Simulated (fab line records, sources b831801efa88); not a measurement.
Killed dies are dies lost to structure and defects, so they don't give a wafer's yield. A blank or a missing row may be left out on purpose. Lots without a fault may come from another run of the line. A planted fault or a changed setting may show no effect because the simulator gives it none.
Problem report in the 8D (eight disciplines) form, filled by code | flow gf180mcu | the parts of the form that need people (team, actions taken, sign-off) are left out

1. THE PROBLEM
V1_CVD_02_THK at GF_V1_THK_MEAS_03 reads a mean of 587 nm on 1 wafer of 1 lot; wafers without a fault read 852 nm with a standard deviation of 12. That is -22 standard deviations from the usual mean.
First seen on wafer L281.2, day 21 16:02, on film_metro-04. The record holds 36 wafers of 12 lots with a number at this step. Rule for "out", or "out of limits": more than 4 standard deviations from the usual mean. The other wafers with a number count as sound.

2. WHAT IT IS AND WHAT IT IS NOT
question                    | is                | is not
which readings at this step | V1_CVD_02_THK     | -
which lots                  | L281              | L272, L273, L274, L275, L287, L288, L290, L292, L293, L294, L295
which wafers of those lots  | L281.2            | L281.3, L281.4
read on which gauges        | film_metro-04     | film_metro-01, film_metro-03
when                        | from day 21 16:02 | up to then (14 sound wafers); but 21 sound wafers of L287, L288, L290, L292, L293, L294, L295 came after

3. SUSPECTS, AND WHAT RULES EACH OUT
Counting: a tool at a process step up to the reading stays a suspect if it ran every lot that is out. Sound lots after the first of them don't rule it out here, since some wafers of a struck lot are sound.
- the gauge at GF_V1_THK_MEAS_03: ruled out. All the wafers that are out were read on film_metro-04, but those of them that GF_V1_CVD_02 has rows for are out there too, on other tools.
- pecvd-02 at GF_V1_CVD_02 (deposits SiO2 from TEOS, target thk 850 nm, time 94.851 s): kept. It ran the lot that is out, L281 (day 21 15:58); its last sound lot up to then is L275 (day 18 03:18). Its own readings are out on those wafers: run_length_s.
- Within pecvd-02 at GF_V1_CVD_02: the wafers that are out ran in chamber 2; their sound lot-mates ran in chamber 0.
Left after counting: pecvd-02 at GF_V1_CVD_02.

4. THE CAUSE (what the simulator had put in)
Process parameter drift: pecvd-02, from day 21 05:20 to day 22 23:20, at GF_V1_CVD_02. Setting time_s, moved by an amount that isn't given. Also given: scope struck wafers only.
Counting left only this tool.

5. THE CHAIN OF EFFECTS, in route order
Each row: a reading whose mean over the struck wafers that have a number lies more than 3 standard deviations from the usual. Only readings for which the record gives a usual standard deviation are gone through. hours: the time from each lot's start at the first step in this table that gives one to its start at this step, as a median over the lots. sigmas: the change in usual standard deviations.
hours | step              | reading            | usual      | on struck wafers | change | sigmas
0     | GF_V1_CVD_02      | run_length_s       | 122.8 s    | 94.2             | -28.6  | -43
0     | GF_V1_THK_MEAS_03 | V1_CVD_02_THK      | 852 nm     | 587              | -265   | -22
0     | GF_V1_CMP_04      | time_to_endpoint_s | 82 s       | 49               | -33    | -6.0
-     | GF_V1_ETCH_17     | oes_product_au     | 0.856 a.u. | 0.820            | -0.036 | -8.0
The process steps in it:
- GF_V1_CVD_02: deposits SiO2 from TEOS, target thk 850 nm, time 94.851 s.
- GF_V1_CMP_04: polishes SiO2.
- GF_V1_ETCH_17: etches SiO2 in C4F8/O2/Ar, stops on TiN, target depth 630 nm.
Later measuring or inspecting steps at which every struck wafer that the step has a row for has a number for every such reading, and none has moved that far: GF_V5_THK_MEAS_01.

6. WHAT WOULD HAVE CAUGHT IT SOONER
In this record the first reading out of limits at a measuring or inspecting step was taken at day 21 16:02, 11 hours after the fault began at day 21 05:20.
The tool's own readings at GF_V1_CVD_02 were out on every struck wafer that the step has a row for (run_length_s): an alarm limit on them would have fired on the first of those.
All the lots that are out (1) had begun GF_V1_CVD_02 on pecvd-02 by day 21 16:02. A hold on the tool at that time would have spared none of them.
